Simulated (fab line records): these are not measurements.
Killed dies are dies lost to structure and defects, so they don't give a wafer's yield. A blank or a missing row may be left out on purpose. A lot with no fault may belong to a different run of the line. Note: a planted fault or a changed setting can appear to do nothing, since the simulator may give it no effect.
2 desks, one fault + flow sky130 + only its own numbers are on each desk; what lay behind them is given at the end

## AT THE METROLOGY DESK
Means of the sampled wafers that have a number, per lot and without regard to the tool the lot ran on: this is what the gauges read. Marked OUT: a lot whose mean sits more than 4 standard deviations from the usual mean, which makes it out of limits; the brackets give that distance.
Columns: A = METAL2_OVL at SKY_METAL2_OVL_MEAS_16, usual -3 nm; B = cd_nm at SKY_VIA2_CD_MEAS_12, usual 200.3 nm
| lot  | first seen here | A   | B               |
|------|-----------------|-----|-----------------|
| L693 | day 35 11:13    | -1  | 200.6           |
| L694 | day 35 14:24    | -10 | 202.5           |
| L696 | day 36 15:35    | -1  | 200.7           |
| L697 | day 36 17:02    | 1   | 200.6           |
| L699 | day 37 10:20    | 4   | 201.5           |
| L700 | day 37 13:20    | -6  | 199.2           |
| L701 | day 37 22:38    | 1   | 200.5           |
| L702 | day 38 11:21    | 2   | 199.4           |
| L703 | day 39 01:14    | 2   | 201.1           |
| L707 | day 39 23:55    | -1  | 181.4 (-13) OUT |
| L715 | day 42 05:25    | 1   | 200.7           |
This desk finds L707 out of limits, L707 being first, at day 41 03:34 (cd_nm at SKY_VIA2_CD_MEAS_12). L693, L694, L696, L697, L699, L700, L701, L702, L703, L715: within limits.

## DESK OF THE TOOL OWNER: krf_scanner-01
The tool's own readings at SKY_VIA2_EXPOSE_09 (exposes mask VIM2, target cd 200 nm): means of the sampled wafers that have a number, for each lot that ran on this tool. Marked OUT: a lot whose mean sits more than 4 standard deviations from the usual mean, which makes it out of limits; the brackets give that distance.
Columns: A = exposure_dose_mJ_cm2 at SKY_VIA2_EXPOSE_09, usual 38.00
| lot  | first seen here | A               |
|------|-----------------|-----------------|
| L694 | day 36 05:41    | 37.98           |
| L697 | day 37 08:16    | 38.02           |
| L699 | day 38 00:29    | 37.98           |
| L700 | day 38 04:02    | 38.00           |
| L701 | day 38 13:23    | 38.06           |
| L702 | day 39 01:38    | 37.99           |
| L707 | day 40 15:29    | 38.76 (+19) OUT |
This desk finds L707 out of limits, L707 being first, at day 40 15:29 (exposure_dose_mJ_cm2 at SKY_VIA2_EXPOSE_09). L694, L697, L699, L700, L701, L702: within limits.

## ALL TOGETHER
On L707, at day 40 15:29, an alarm was possible from the tool owner's desk.
An alarm was possible from the metrology desk at day 41 03:34, on L707.
On krf_scanner-01, each named lot ran SKY_VIA2_EXPOSE_09.

## WHAT THE SIMULATOR PUT IN
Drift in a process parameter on krf_scanner-01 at SKY_VIA2_EXPOSE_09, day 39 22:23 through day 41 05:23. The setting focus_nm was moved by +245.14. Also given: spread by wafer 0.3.
Lots struck among those shown: L707.
Time in hours from fault onset to the first out-of-limits reading at each desk: tool owner's desk 17, metrology desk 29.
